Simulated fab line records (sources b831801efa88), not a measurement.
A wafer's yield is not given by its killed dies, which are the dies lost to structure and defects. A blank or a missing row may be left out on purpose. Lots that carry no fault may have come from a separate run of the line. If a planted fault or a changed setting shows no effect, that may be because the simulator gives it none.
fab line records | flow sky130
record: lots: 11 | wafers: 33 | last-day: 51
route steps=708 shown GATE_OXIDE@197 LDD_P@265 POLY_CUT@319 VIA2@522 PAD_OPEN@708
lots that met no fault: taken from a fault-free run of the same line
start-h: the number of hours between the record's first day and the start of the first shown wafer of the lot | wait-h: hours from the lot's prior step to this one | " the same as in the row above | L1.1+2: several wafers, shown together as one row | - value missing, or start not given | * or withheld: withheld | < > ~ a bound
route shown NAME@n: a module of which the file shows steps, and the number in the route of the first | usual: mean/standard deviation of fault-free wafers | same: alike in all rows | chamber/n: place in a boat | sites: the reading at each site | _std_site: the values' standard deviation | _edge_site: outer sites' mean less inner sites' | radius-mm: for every site, how far away it sits from the centre of the wafer | mask NAME#n: copy n | behind: the most recent tool/chamber to have shaped the wafer | hold: reason for holding the lot/hours on hold/outcome of the hold | device: the transistor (n, p or np) that didn't switch | end of line: the route-end tests of the same wafers | a step without rows: its recipe alone | killed: dies that structure and defects cost at the first sort, which is not the same as the wafer's yield | map: a wafer's dies, x killed, . not, _ none there
set.NAME: setting as actually run; set.NAME@STEP: the setting as run at that earlier step | model.NAME: the simulator's own value behind a step, which no gauge read
the route's steps for a sample of lots (tables are steps, rows are wafers)
services: a tool's chamber out of use, with start hour (start-h, from the record's first day; less than 0 if before it), hours out, and reason
== steps ==
step: SKY_GATE_OXIDE_OVL_MEAS_10
usual: GATE_OXIDE_OVL: -1.5/1.4
lot.wafer | tool       | chamber | start-h | wait-h | GATE_OXIDE_OVL[nm]
L188.1    | overlay-02 | -       | 330.78  | 0.1    | -1.7
L188.4    | "          | -       | "       | "      | -0.1
L188.5    | "          | -       | "       | "      | -2.9
L189.3    | overlay-01 | -       | 333.89  | 0.1    | -2.4
L189.4    | "          | -       | "       | "      | -1.1
L189.5    | "          | -       | "       | "      | -0.8
L191.1    | overlay-02 | -       | 351.86  | 0.1    | -0.6
L191.5    | "          | -       | "       | "      | 1.6
L191.6    | "          | -       | "       | "      | 0.6
L192.4    | overlay-01 | -       | 363.90  | 0.1    | -1.1
L192.5    | "          | -       | "       | "      | -1.5
L192.6    | "          | -       | "       | "      | -2.0
L195.3    | overlay-02 | -       | 394.52  | 0.1    | -0.4
L195.4    | "          | -       | "       | "      | -2.2
L195.6    | "          | -       | "       | "      | -0.9
L200.3    | overlay-02 | -       | 441.99  | 0.1    | -2.6
L200.5    | "          | -       | "       | "      | 0.3
L200.6    | "          | -       | "       | "      | 0.8
L202.1    | overlay-01 | -       | 467.93  | 0.1    | -5.4
L202.3    | "          | -       | "       | "      | -4.1
L202.6    | "          | -       | "       | "      | -2.9
L203.2    | overlay-01 | -       | 469.01  | 0.1    | -1.3
L203.5    | "          | -       | "       | "      | -1.0
L203.6    | "          | -       | "       | "      | -2.1
L206.1    | overlay-01 | -       | 491.55  | 0.1    | 1.2
L206.2    | "          | -       | "       | "      | 0.9
L206.6    | "          | -       | "       | "      | 1.1
L208.4    | overlay-01 | -       | 503.58  | 0.1    | -2.1
L208.5    | "          | -       | "       | "      | -3.6
L208.6    | "          | -       | "       | "      | -3.1
L209.1    | overlay-01 | -       | 505.41  | 0.1    | -1.5
L209.2    | "          | -       | "       | "      | -1.7
L209.5    | "          | -       | "       | "      | -1.6
step: SKY_LDD_P_STRIP_10
recipe: chemistry: O2/N2 | power-w: 1400 | pressure-mtorr: 1500 | platen-temp-c: withheld | o2-flow-sccm: 3000 | n2-flow-sccm: 300 | overash-fraction: 0.5
usual: drypump-motor-current-A: 5.7/0.52 | oes-product-au: 0.716/0.0051 | strip-time-to-endpoint-s: 14.17/0.041
lot.wafer | tool            | chamber | start-h | wait-h | drypump-motor-current-A | oes-product-au | rf-hours-counter-h | strip-time-to-endpoint-s
L189.3    | plasma-asher-03 | 1       | 466.50  | 0.1    | 6.3                     | 0.723          | -                  | 14.15
L189.4    | "               | 0       | "       | "      | 5.6                     | 0.720          | -                  | 14.15
L189.5    | "               | 1       | "       | "      | 6.3                     | 0.710          | -                  | 14.18
L188.1    | plasma-asher-01 | 0       | 466.79  | 0.1    | 5.4                     | 0.714          | 3                  | 14.23
L188.4    | "               | 0       | "       | "      | 5.4                     | 0.716          | -                  | 14.21
L188.5    | "               | 1       | "       | "      | 6.2                     | 0.712          | -                  | 14.21
L191.1    | plasma-asher-03 | 0       | 489.47  | 0.1    | 5.6                     | 0.716          | 35                 | 14.15
L191.5    | "               | 0       | "       | "      | 5.6                     | 0.725          | -                  | 14.12
L191.6    | "               | 1       | "       | "      | 6.2                     | 0.716          | -                  | 14.11
L192.4    | plasma-asher-02 | 0       | 494.94  | 0.1    | 6.2                     | 0.718          | -                  | 14.19
L192.5    | "               | 1       | "       | "      | 4.7                     | 0.712          | -                  | 14.17
L192.6    | "               | 0       | "       | "      | 6.2                     | 0.708          | -                  | 14.21
L195.3    | plasma-asher-02 | 0       | 532.40  | 0.1    | 6.2                     | 0.708          | -                  | 14.12
L195.4    | "               | 1       | "       | "      | 4.8                     | 0.724          | -                  | 14.11
L195.6    | "               | 0       | "       | "      | 6.2                     | 0.723          | -                  | 14.09
L200.3    | plasma-asher-01 | 1       | 574.24  | 0.1    | 6.2                     | 0.712          | -                  | 14.18
L200.5    | "               | 1       | "       | "      | 6.2                     | 0.719          | -                  | 14.16
L200.6    | "               | 0       | "       | "      | 5.4                     | 0.715          | -                  | 14.16
L202.1    | plasma-asher-01 | 0       | 600.11  | 0.1    | 5.4                     | 0.711          | 16                 | 14.16
L202.3    | "               | 1       | "       | "      | 6.2                     | 0.712          | -                  | 14.15
L202.6    | "               | 0       | "       | "      | 5.4                     | 0.711          | -                  | 14.16
L203.2    | plasma-asher-03 | 0       | 602.27  | 0.1    | 5.6                     | 0.719          | 46                 | 14.17
L203.5    | "               | 0       | "       | "      | 5.6                     | 0.706          | -                  | 14.15
L203.6    | "               | 1       | "       | "      | 6.3                     | 0.708          | -                  | 14.13
L206.1    | plasma-asher-01 | 1       | 624.76  | 0.1    | 6.2                     | 0.722          | 19                 | 14.19
L206.2    | "               | 0       | "       | "      | 5.4                     | 0.719          | 19                 | 14.17
L206.6    | "               | 1       | "       | "      | 6.2                     | 0.713          | -                  | 14.15
L208.4    | plasma-asher-01 | 0       | 635.00  | 0.1    | 5.4                     | 0.717          | -                  | 14.22
L208.5    | "               | 1       | "       | "      | 6.2                     | 0.720          | -                  | 14.20
L208.6    | "               | 0       | "       | "      | 5.4                     | 0.710          | -                  | 14.12
L209.1    | plasma-asher-02 | 0       | 637.01  | 0.1    | 6.2                     | 0.717          | 96                 | 14.18
L209.2    | "               | 1       | "       | "      | 4.7                     | 0.716          | 96                 | 14.15
L209.5    | "               | 0       | "       | "      | 6.2                     | 0.714          | -                  | 14.18
step: SKY_POLY_CUT_STRIP_12
recipe: chemistry: O2/N2 | power-w: 1400 | pressure-mtorr: 1500 | platen-temp-c: withheld | o2-flow-sccm: 3000 | n2-flow-sccm: 300 | overash-fraction: 0.5
usual: drypump-motor-current-A: 5.7/0.54 | oes-product-au: 0.451/0.0047 | strip-time-to-endpoint-s: 5.356/0.017
lot.wafer | tool            | chamber | start-h | wait-h | drypump-motor-current-A | oes-product-au | rf-hours-counter-h | strip-time-to-endpoint-s
L189.3    | plasma-asher-01 | 1       | 592.67  | 0.1    | 6.2                     | 0.453          | -                  | 5.340
L189.4    | "               | 0       | "       | "      | 5.4                     | 0.451          | -                  | 5.331
L189.5    | "               | 0       | "       | "      | 5.4                     | 0.449          | -                  | 5.329
L188.1    | plasma-asher-01 | 1       | 593.57  | 0.0    | 6.2                     | 0.445          | 16                 | 5.371
L188.4    | "               | 1       | "       | "      | 6.2                     | 0.456          | -                  | 5.356
L188.5    | "               | 0       | "       | "      | 5.4                     | 0.444          | -                  | 5.353
L191.1    | plasma-asher-03 | 0       | 614.45  | 0.0    | 5.6                     | 0.449          | 47                 | 5.338
L191.5    | "               | 0       | "       | "      | 5.6                     | 0.455          | -                  | 5.334
L191.6    | "               | 1       | "       | "      | 6.2                     | 0.450          | -                  | 5.341
L192.4    | plasma-asher-02 | 0       | 621.73  | 0.1    | 6.2                     | 0.448          | -                  | 5.337
L192.5    | "               | 1       | "       | "      | 4.7                     | 0.452          | -                  | 5.355
L192.6    | "               | 0       | "       | "      | 6.2                     | 0.448          | -                  | 5.339
L195.3    | plasma-asher-02 | 0       | 660.18  | 0.1    | 6.2                     | 0.440          | -                  | 5.340
L195.4    | "               | 1       | "       | "      | 4.7                     | 0.459          | -                  | 5.356
L195.6    | "               | 0       | "       | "      | 6.2                     | 0.453          | -                  | 5.381
L200.3    | plasma-asher-02 | 1       | 699.68  | 0.1    | 4.7                     | 0.455          | -                  | 5.367
L200.5    | "               | 1       | "       | "      | 4.7                     | 0.450          | -                  | 5.368
L200.6    | "               | 0       | "       | "      | 6.2                     | 0.444          | -                  | 5.358
L202.1    | plasma-asher-03 | 1       | 725.77  | 0.0    | 6.2                     | 0.448          | 58                 | 5.348
L202.3    | "               | 0       | "       | "      | 5.6                     | 0.449          | -                  | 5.364
L202.6    | "               | 0       | "       | "      | 5.6                     | 0.444          | -                  | 5.391
L203.2    | plasma-asher-01 | 1       | 726.94  | 0.0    | 6.2                     | 0.451          | 29                 | 5.350
L203.5    | "               | 1       | "       | "      | 6.2                     | 0.450          | -                  | 5.365
L203.6    | "               | 0       | "       | "      | 5.4                     | 0.449          | -                  | 5.384
L206.1    | plasma-asher-01 | 0       | 749.62  | 0.0    | 5.4                     | 0.453          | 32                 | 5.328
L206.2    | "               | 1       | "       | "      | 6.2                     | 0.452          | 32                 | 5.359
L206.6    | "               | 0       | "       | "      | 5.4                     | 0.460          | -                  | 5.349
L208.4    | plasma-asher-02 | 0       | 759.62  | 0.1    | 6.2                     | 0.444          | -                  | 5.350
L208.5    | "               | 0       | "       | "      | 6.2                     | 0.455          | -                  | 5.359
L208.6    | "               | 1       | "       | "      | 4.7                     | 0.448          | -                  | 5.335
L209.1    | plasma-asher-01 | 0       | 762.40  | 0.0    | 5.4                     | 0.448          | 33                 | 5.344
L209.2    | "               | 1       | "       | "      | 6.2                     | 0.454          | 33                 | 5.355
L209.5    | "               | 1       | "       | "      | 6.2                     | 0.456          | -                  | 5.336
step: SKY_VIA2_ETCH_15
recipe: target: SiO2 | chemistry: C4F8/O2/Ar | target-depth-nm: 546 | stop-on: TiN | mask-material: KrF-thick | source-w: 1500 | bias-w: 1200 | pressure-mtorr: 40 | c4f8-flow-sccm: withheld | O2_flow_sccm: 6 | Ar_flow_sccm: 300 | time-s: 84
usual: oes-product-au: 0.940/0.0044 | run-length-s: 112.2/0.38
lot.wafer | tool        | chamber | start-h | wait-h | oes-product-au | rf-hours-counter-h | run-length-s
L189.3    | rie-diel-03 | 0       | 894.61  | 0.0    | 0.942          | 16                 | 112.4
L189.4    | "           | 2       | "       | "      | 0.934          | 18                 | 111.8
L189.5    | "           | 0       | "       | "      | 0.933          | -                  | 112.5
L188.1    | rie-diel-03 | 1       | 896.36  | 0.0    | 0.944          | 12                 | 112.1
L188.4    | "           | 3       | "       | "      | 0.940          | 14                 | 112.5
L188.5    | "           | 0       | "       | "      | 0.937          | -                  | 112.8
L191.1    | rie-diel-03 | 1       | 912.00  | 0.0    | 0.940          | 13                 | 112.6
L191.5    | "           | 0       | "       | "      | 0.940          | -                  | 112.8
L191.6    | "           | 1       | "       | "      | 0.938          | -                  | 112.2
L192.4    | rie-diel-01 | 2       | 918.30  | 0.0    | 0.938          | 6                  | 112.7
L192.5    | "           | 0       | "       | "      | 0.938          | -                  | 112.0
L192.6    | "           | 1       | "       | "      | 0.942          | -                  | 112.6
L195.3    | rie-diel-03 | 1       | 951.19  | 0.0    | 0.937          | 14                 | 112.1
L195.4    | "           | 3       | "       | "      | 0.933          | 15                 | 112.4
L195.6    | "           | 3       | "       | "      | 0.945          | -                  | 112.7
L200.3    | rie-diel-03 | 1       | 983.98  | 0.0    | 0.996          | 15                 | 101.0
L200.5    | "           | 2       | "       | "      | 0.932          | -                  | 112.0
L200.6    | "           | 1       | "       | "      | 0.947          | -                  | 112.6
L202.1    | rie-diel-03 | 1       | 1004.45 | 0.0    | 0.937          | 15                 | 112.2
L202.3    | "           | 2       | "       | "      | 1.007          | 2                  | 101.5
L202.6    | "           | 3       | "       | "      | 0.941          | -                  | 112.4
L203.2    | rie-diel-01 | 2       | 1005.25 | 0.0    | 0.940          | 9                  | 113.2
L203.5    | "           | 3       | "       | "      | 0.941          | -                  | 112.0
L203.6    | "           | 0       | "       | "      | 0.938          | -                  | 112.1
L206.1    | rie-diel-01 | 3       | 1022.74 | 0.0    | 0.944          | 16                 | 111.6
L206.2    | "           | 1       | "       | "      | 0.939          | 1                  | 112.7
L206.6    | "           | 2       | "       | "      | 0.941          | -                  | 112.6
L208.4    | rie-diel-04 | 1       | 1028.31 | 0.0    | 0.940          | 9                  | 112.2
L208.5    | "           | 1       | "       | "      | 0.935          | -                  | 112.3
L208.6    | "           | 2       | "       | "      | 0.942          | -                  | 111.2
L209.1    | rie-diel-04 | 3       | 1031.20 | 0.0    | 0.935          | 5                  | 112.0
L209.2    | "           | 1       | "       | "      | 0.944          | 9                  | 112.0
L209.5    | "           | 0       | "       | "      | 0.941          | -                  | 111.7
step: SKY_VIA2_STRIP_16
recipe: chemistry: O2/N2 | power-w: 1400 | pressure-mtorr: 1500 | platen-temp-c: withheld | o2-flow-sccm: 3000 | n2-flow-sccm: 300 | overash-fraction: 0.5
usual: drypump-motor-current-A: 6.0/0.37 | oes-product-au: 0.399/0.0046 | strip-time-to-endpoint-s: 4.05/0.03
lot.wafer | tool            | chamber | start-h | wait-h | drypump-motor-current-A | oes-product-au | rf-hours-counter-h | strip-time-to-endpoint-s
L189.3    | plasma-asher-04 | 0       | 894.71  | 0.1    | 5.9                     | 0.402          | -                  | 4.08
L189.4    | "               | 1       | "       | "      | 6.5                     | 0.402          | -                  | 4.07
L189.5    | "               | 1       | "       | "      | 6.5                     | 0.393          | -                  | 4.07
L188.1    | plasma-asher-01 | 0       | 896.42  | 0.0    | 5.4                     | 0.409          | 50                 | 4.04
L188.4    | "               | 0       | "       | "      | 5.4                     | 0.408          | -                  | 4.10
L188.5    | "               | 0       | "       | "      | 5.4                     | 0.393          | -                  | 4.03
L191.1    | plasma-asher-01 | 0       | 912.06  | 0.0    | 5.4                     | 0.399          | 52                 | 4.05
L191.5    | "               | 0       | "       | "      | 5.4                     | 0.404          | -                  | 4.08
L191.6    | "               | 1       | "       | "      | 6.2                     | 0.398          | -                  | 4.08
L192.4    | plasma-asher-03 | 1       | 918.40  | 0.1    | 6.3                     | 0.404          | -                  | 4.00
L192.5    | "               | 0       | "       | "      | 5.6                     | 0.397          | -                  | 4.02
L192.6    | "               | 1       | "       | "      | 6.2                     | 0.401          | -                  | 4.02
L195.3    | plasma-asher-03 | 0       | 951.29  | 0.1    | 5.6                     | 0.392          | -                  | 4.05
L195.4    | "               | 1       | "       | "      | 6.3                     | 0.406          | -                  | 4.09
L195.6    | "               | 0       | "       | "      | 5.6                     | 0.407          | -                  | 4.08
L200.3    | plasma-asher-04 | 1       | 984.08  | 0.1    | 6.5                     | 0.404          | -                  | 4.15
L200.5    | "               | 0       | "       | "      | 5.9                     | 0.396          | -                  | 3.99
L200.6    | "               | 1       | "       | "      | 6.5                     | 0.398          | -                  | 4.03
L202.1    | plasma-asher-04 | 1       | 1004.51 | 0.0    | 6.5                     | 0.394          | 117                | 4.03
L202.3    | "               | 1       | "       | "      | 6.5                     | 0.400          | -                  | 4.20
L202.6    | "               | 1       | "       | "      | 6.5                     | 0.398          | -                  | 4.08
L203.2    | plasma-asher-03 | 0       | 1005.31 | 0.0    | 5.6                     | 0.390          | 87                 | 4.02
L203.5    | "               | 0       | "       | "      | 5.6                     | 0.400          | -                  | 4.07
L203.6    | "               | 1       | "       | "      | 6.3                     | 0.395          | -                  | 4.03
L206.1    | plasma-asher-03 | 1       | 1022.81 | 0.0    | 6.2                     | 0.402          | 89                 | 4.10
L206.2    | "               | 0       | "       | "      | 5.6                     | 0.400          | 89                 | 4.07
L206.6    | "               | 1       | "       | "      | 6.2                     | 0.403          | -                  | 4.03
L208.4    | plasma-asher-03 | 0       | 1028.41 | 0.1    | 5.6                     | 0.402          | -                  | 4.06
L208.5    | "               | 0       | "       | "      | 5.6                     | 0.398          | -                  | 4.07
L208.6    | "               | 1       | "       | "      | 6.3                     | 0.399          | -                  | 4.06
L209.1    | plasma-asher-04 | 1       | 1031.26 | 0.0    | 6.5                     | 0.402          | 119                | 4.08
L209.2    | "               | 0       | "       | "      | 5.9                     | 0.396          | 119                | 4.04
L209.5    | "               | 0       | "       | "      | 5.9                     | 0.398          | -                  | 3.98
step: SKY_PAD_OPEN_PROBE_99
usual: defect-limited-yield: 82.6/1.7 | killed_at_M0_to_M3: 43/7 | killed_at_M4_up: 3.1/1.5 | killed-at-contacts: 23/4.9 | killed-at-front-end: 16/3.9 | killed-at-other: 0.3/0.52 | killed-dies: 86/8.2 | killed-open: 47/6.1 | killed-short: 38/5.8
same: gross-dies: 492 | killed-at-back-side: 0
lot.wafer | tool      | chamber | start-h | wait-h | defect-limited-yield[%] | killed_at_M0_to_M3 | killed_at_M4_up | killed-at-contacts | killed-at-front-end | killed-at-other | killed-dies | killed-open | killed-short
L189.3    | prober-01 | -       | 1119.70 | 0.2    | 82.3                    | 36                 | 3               | 31                 | 17                  | 0               | 87          | 43          | 42
L189.4    | prober-01 | -       | 1119.75 | 0.2    | 83.1                    | 35                 | 3               | 25                 | 20                  | 0               | 83          | 49          | 33
L189.5    | prober-01 | -       | 1119.80 | 0.2    | 85.0                    | 30                 | 2               | 22                 | 19                  | 1               | 74          | 40          | 34
L192.5    | prober-01 | -       | 1140.21 | 0.2    | 81.5                    | 50                 | 2               | 21                 | 18                  | 0               | 91          | 52          | 39
L192.6    | prober-01 | -       | 1140.26 | 0.2    | 80.9                    | 57                 | 5               | 20                 | 12                  | 0               | 94          | 57          | 37
L195.3    | prober-02 | -       | 1164.45 | 0.2    | 84.1                    | 34                 | 5               | 18                 | 21                  | 0               | 78          | 48          | 30
L195.4    | prober-02 | -       | 1164.50 | 0.2    | 81.5                    | 41                 | 4               | 21                 | 25                  | 0               | 91          | 46          | 45
L195.6    | prober-02 | -       | 1164.60 | 0.2    | 81.9                    | 55                 | 4               | 21                 | 9                   | 0               | 89          | 47          | 42
L203.2    | prober-01 | -       | 1206.45 | 0.1    | 84.3                    | 42                 | 2               | 18                 | 13                  | 2               | 77          | 39          | 38
L203.5    | prober-01 | -       | 1206.60 | 0.2    | 83.7                    | 44                 | 2               | 18                 | 16                  | 0               | 80          | 42          | 38
L203.6    | prober-01 | -       | 1206.65 | 0.2    | 84.3                    | 43                 | 4               | 20                 | 9                   | 1               | 77          | 42          | 35
L206.1    | prober-02 | -       | 1218.31 | 0.1    | 83.5                    | 40                 | 2               | 21                 | 18                  | 0               | 81          | 46          | 33
L206.2    | prober-02 | -       | 1218.36 | 0.1    | 83.1                    | 43                 | 3               | 24                 | 13                  | 0               | 83          | 46          | 37
L206.6    | prober-02 | -       | 1218.56 | 0.2    | 83.7                    | 44                 | 3               | 21                 | 12                  | 0               | 80          | 43          | 37
L209.1    | prober-02 | -       | 1223.15 | 0.1    | 83.5                    | 40                 | 1               | 26                 | 14                  | 0               | 81          | 44          | 37
L209.2    | prober-02 | -       | 1223.20 | 0.1    | 84.8                    | 31                 | 2               | 28                 | 14                  | 0               | 75          | 42          | 33
L209.5    | prober-02 | -       | 1223.35 | 0.2    | 80.7                    | 47                 | 3               | 29                 | 16                  | 0               | 95          | 55          | 40
killed by level:class
L189.3 LI_CONTACT:geometric-particle:open=11 CONTACT:geometric-particle:open=9 VIA2:geometric-particle:short=7 VIA3:geometric-particle:open=7 FIELD_ISO:geometric-particle:short=5 POLY_GATE:geometric-particle:short=4 CONTACT:geometric-particle:short=4 VIA1:geometric-particle:open=4
L189.4 LI_CONTACT:geometric-particle:open=11 VIA1:geometric-particle:open=8 CONTACT:geometric-particle:open=6 METAL1:geometric-particle:open=6 POLY_GATE:geometric-particle:open=5 POLY_GATE:geometric-particle:short=5 CONTACT:geometric-particle:short=5 VIA3:geometric-particle:open=5
L189.5 VIA1:geometric-particle:open=10 CONTACT:geometric-particle:open=8 FIELD_ISO:geometric-particle:open=6 LI_CONTACT:geometric-particle:short=5 VIA3:geometric-particle:open=5 METAL2:geometric-particle:short=5 FIELD_ISO:geometric-particle:short=4 LOCAL_INTERCONNECT:geometric-particle:short=4
L192.5 VIA1:geometric-particle:open=12 VIA3:geometric-particle:open=10 LI_CONTACT:geometric-particle:open=8 POLY_GATE:geometric-particle:short=7 METAL1:geometric-particle:short=7 CONTACT:geometric-particle:open=5 VIA1:geometric-particle:short=5 FIELD_ISO:geometric-particle:open=3
L192.6 VIA1:geometric-particle:open=13 VIA3:geometric-particle:open=10 METAL1:geometric-particle:short=10 CONTACT:geometric-particle:open=8 LI_CONTACT:geometric-particle:open=6 VIA1:geometric-particle:short=6 VIA2:geometric-particle:open=5 METAL2:geometric-particle:short=5
L195.3 VIA2:geometric-particle:open=8 CONTACT:geometric-particle:open=7 VIA3:geometric-particle:open=6 FIELD_ISO:geometric-particle:open=5 VIA1:geometric-particle:open=5 FIELD_ISO:geometric-particle:short=4 POLY_GATE:geometric-particle:open=4 METAL2:geometric-particle:short=4
L195.4 FIELD_ISO:geometric-particle:open=8 CONTACT:geometric-particle:open=7 VIA1:geometric-particle:open=7 METAL1:geometric-particle:short=7 VIA1:geometric-particle:short=7 POLY_GATE:geometric-particle:short=6 LOCAL_INTERCONNECT:geometric-particle:short=5 VIA2:geometric-particle:open=5
L195.6 VIA1:geometric-particle:open=11 VIA3:geometric-particle:open=9 LI_CONTACT:geometric-particle:open=7 VIA2:geometric-particle:short=6 METAL2:geometric-particle:short=6 VIA2:geometric-particle:open=6 CONTACT:geometric-particle:open=5 METAL1:geometric-particle:short=5
L203.2 VIA1:geometric-particle:open=12 CONTACT:geometric-particle:open=8 METAL1:geometric-particle:short=7 VIA3:geometric-particle:short=5 POLY_GATE:geometric-particle:short=4 LI_CONTACT:geometric-particle:short=4 VIA1:geometric-particle:short=4 VIA3:geometric-particle:open=4
L203.5 LI_CONTACT:geometric-particle:open=8 METAL1:geometric-particle:short=8 VIA2:geometric-particle:open=7 VIA3:geometric-particle:open=7 CONTACT:geometric-particle:open=6 METAL3:geometric-particle:short=6 POLY_GATE:geometric-particle:open=5 VIA1:geometric-particle:open=5
L203.6 CONTACT:geometric-particle:open=8 VIA2:geometric-particle:open=8 VIA3:geometric-particle:open=8 METAL2:geometric-particle:short=6 LI_CONTACT:geometric-particle:open=5 VIA3:geometric-particle:short=5 CONTACT:geometric-particle:short=4 METAL1:geometric-particle:short=4
L206.1 CONTACT:geometric-particle:open=8 VIA2:geometric-particle:open=8 VIA1:geometric-particle:open=8 FIELD_ISO:geometric-particle:short=7 VIA1:geometric-particle:short=5 METAL2:geometric-particle:short=5 FIELD_ISO:geometric-particle:open=4 POLY_GATE:geometric-particle:open=4
L206.2 CONTACT:geometric-particle:open=9 VIA1:geometric-particle:open=8 VIA2:geometric-particle:open=7 VIA3:geometric-particle:open=7 LI_CONTACT:geometric-particle:open=6 METAL1:geometric-particle:short=5 POLY_GATE:geometric-particle:short=4 METAL3:geometric-particle:short=4
L206.6 VIA1:geometric-particle:open=15 CONTACT:geometric-particle:open=11 VIA1:geometric-particle:short=9 LI_CONTACT:geometric-particle:open=5 FIELD_ISO:geometric-particle:short=4 POLY_GATE:geometric-particle:short=4 METAL2:geometric-particle:short=4 FIELD_ISO:geometric-particle:open=3
L209.1 CONTACT:geometric-particle:open=12 VIA1:geometric-particle:open=10 FIELD_ISO:geometric-particle:short=6 VIA2:geometric-particle:short=6 LI_CONTACT:geometric-particle:open=5 VIA3:geometric-particle:open=5 METAL2:geometric-particle:short=5 LOCAL_INTERCONNECT:geometric-particle:short=4
L209.2 CONTACT:geometric-particle:open=12 VIA3:geometric-particle:open=6 VIA2:geometric-particle:open=6 CONTACT:geometric-particle:short=5 VIA1:geometric-particle:open=5 POLY_GATE:geometric-particle:open=4 LI_CONTACT:geometric-particle:open=4 LOCAL_INTERCONNECT:geometric-particle:short=4
L209.5 VIA2:geometric-particle:open=11 LI_CONTACT:geometric-particle:open=10 CONTACT:geometric-particle:open=9 VIA1:geometric-particle:open=7 METAL2:geometric-particle:short=7 VIA3:geometric-particle:open=7 LOCAL_INTERCONNECT:geometric-particle:short=6 FIELD_ISO:geometric-particle:open=4
== services ==
tool            | chamber | start-h | hours | kind
plasma-asher-02 | -       | 487.03  | 4.3   | pm
rie-diel-03     | 0       | 504.83  | 11.9  | repair
rie-diel-01     | -       | 512.44  | 1.0   | repair
plasma-asher-01 | -       | 517.58  | 0.3   | repair
plasma-asher-04 | -       | 574.31  | 4.3   | pm
plasma-asher-03 | -       | 577.25  | 0.3   | repair
rie-diel-03     | 3       | 579.02  | 6.8   | repair
plasma-asher-01 | -       | 646.88  | 2.3   | repair
plasma-asher-03 | -       | 654.46  | 1.9   | repair
plasma-asher-02 | -       | 685.75  | 4.7   | repair
rie-diel-03     | 0       | 725.29  | 1.2   | repair
plasma-asher-03 | -       | 725.99  | 1.6   | repair
plasma-asher-02 | -       | 733.75  | 9.0   | pm
plasma-asher-03 | -       | 763.29  | 14.6  | pm
plasma-asher-02 | -       | 766.30  | 76.3  | repair
rie-diel-03     | -       | 796.17  | 4.5   | repair
plasma-asher-02 | -       | 845.56  | 7.7   | repair
rie-diel-03     | 2       | 862.19  | 1.9   | repair
plasma-asher-02 | -       | 874.53  | 15.6  | pm
plasma-asher-01 | -       | 884.84  | 2.0   | repair
plasma-asher-02 | -       | 917.56  | 2.8   | pm
plasma-asher-01 | -       | 949.62  | 14.6  | pm
plasma-asher-03 | -       | 967.43  | 0.3   | repair
plasma-asher-02 | -       | 1006.25 | 8.9   | pm
== key ==
first-sign: step: SKY_VIA2_ETCH_15 | reading: run-length-s | direction: down | sigmas: 28 | usual: * | struck: *
effect: step: SKY_VIA2_ETCH_15 | reading: oes-product-au | direction: up | sigmas: 14 | usual: 0.940 | struck: 1.002
effect: step: SKY_VIA2_STRIP_16 | reading: strip-time-to-endpoint-s | direction: up | sigmas: 4.3 | usual: * | struck: *
met-at SKY_VIA2_ETCH_15
struck-lots L200,L202
struck-wafers L200.3,L202.3
not-acting-at SKY_GATE_OXIDE_OVL_MEAS_10,SKY_LDD_P_STRIP_10,SKY_POLY_CUT_STRIP_12
onset-between 951.19 983.98
fault: kind: process-parameter-drift | tool: rie-diel-03 | chamber: - | onset-h: 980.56 | steps: SKY_VIA2_ETCH_15 | channel: time-s | offset: * | shape: step | end-h: 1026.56 | scope: struck-wafers-only | acts-in: * | stated: *
